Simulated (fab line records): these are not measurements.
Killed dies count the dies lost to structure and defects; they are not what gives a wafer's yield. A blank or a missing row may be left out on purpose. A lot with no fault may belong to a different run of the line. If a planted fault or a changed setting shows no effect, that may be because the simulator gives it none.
Struck lot and sound lot, side by side -- flow sky130 -- 16 out of 708 route steps
Sound: the wafers L526.1, L526.3, L526.5. Wafers struck: L524.2, L524.3, L524.5. The cause is named last.
Per side, at each step with rows, come the tool, then ch with its chambers, and then its first start. Under that, the readings that differ: sound wafers -- struck wafers -- difference of the means -- sigmas: that difference in standard deviations of wafers without a fault.
alike: words and numbers the same on both sides, and readings whose means are apart by under 2 such deviations; not compared: readings that were withheld, readings missing a value for some wafer, numbers with overlapping values and no deviation given by the record, and bounds like >300 which may hide the same value.
The two part at a step that has a row with sigmas, a row that says differs or no value, or rows on one side only. Numbers that have no deviation but don't overlap get no sigmas and don't part them. A reading that every wafer of one side lacks parts them only if that side has two wafers or more.

SKY_VT_ADJUST_HVTP_OVL_MEAS_08:
  sound on overlay-01, day 10 04:13; struck on overlay-02, day 9 13:40
  alike: VT_ADJUST_HVTP_OVL
following that, these wafers have no rows for 1 step: SKY_VT_ADJUST_HVTP_IMPLANT_09.
SKY_VT_ADJUST_HVTP_STRIP_10: strips in O2/N2.
  sound on plasma-asher-03 ch 0, day 10 04:24; struck on plasma-asher-03 ch 0,1, day 9 13:51
  alike: drypump-motor-current-A, oes-product-au, strip-time-to-endpoint-s
  not compared: rf-hours-counter-h
SKY_VT_ADJUST_HVTP_TW_MEAS_11:
  sound on film-metro-04, day 10 04:30; struck on film-metro-02, day 9 13:58
reading,sound,struck,difference,sigmas
VT_ADJUST_HVTP_TW,1372 1378 1370,1356 1342 1351,-24,-2
then, 7 steps without rows for these wafers: SKY_VT_ADJUST_LVTN_DEHYDRATE_00 (time 60 s); SKY_VT_ADJUST_LVTN_HMDS_01 (prime time 60 s); SKY_VT_ADJUST_LVTN_COAT_02 (resist thk 3000 nm); SKY_VT_ADJUST_LVTN_SOFTBAKE_03; SKY_VT_ADJUST_LVTN_EXPOSE_04 (exposes mask NWM COMPLEMENT LESS NATIVE, target cd 840 nm); SKY_VT_ADJUST_LVTN_PEB_05; SKY_VT_ADJUST_LVTN_DEVELOP_06 (develop time 60 s).
SKY_VT_ADJUST_LVTN_OVL_MEAS_07:
  sound on overlay-01, day 11 03:47; struck on overlay-02, day 10 13:31
  alike: VT_ADJUST_LVTN_OVL
SKY_VT_ADJUST_LVTN_IMPLANT_08:
  sound on implanter-03 ch 0, day 11 03:50; struck on implanter-03, day 10 13:34
  no value came back on the struck wafers for beam-energy-keV, beam-on-s (s); on the sound wafers beam-energy-keV reads 30.007 29.990 30.000
SKY_VT_ADJUST_LVTN_STRIP_09: strips in O2/N2.
  sound on plasma-asher-04 ch 0,1, day 11 03:59; struck on plasma-asher-02 ch 1, day 10 13:41
  alike: drypump-motor-current-A, oes-product-au, strip-time-to-endpoint-s
  not compared: rf-hours-counter-h
SKY_VT_ADJUST_LVTN_TW_MEAS_10:
  sound on film-metro-04, day 11 04:05; struck on film-metro-03, day 10 13:48
reading,sound,struck,difference,sigmas
VT_ADJUST_LVTN_TW,243.1 241.2 242.1,30.3 30.2 30.2,-211.9,-99 or more
then, 1 step without rows for these wafers: SKY_VT_ADJUST_LVTN_DEHYDRATE_11 (time 60 s).

## WHERE THEY PART
Earliest at SKY_VT_ADJUST_HVTP_TW_MEAS_11; latest, in this record, at SKY_VT_ADJUST_LVTN_TW_MEAS_10.

WHY: whatever the simulator had introduced
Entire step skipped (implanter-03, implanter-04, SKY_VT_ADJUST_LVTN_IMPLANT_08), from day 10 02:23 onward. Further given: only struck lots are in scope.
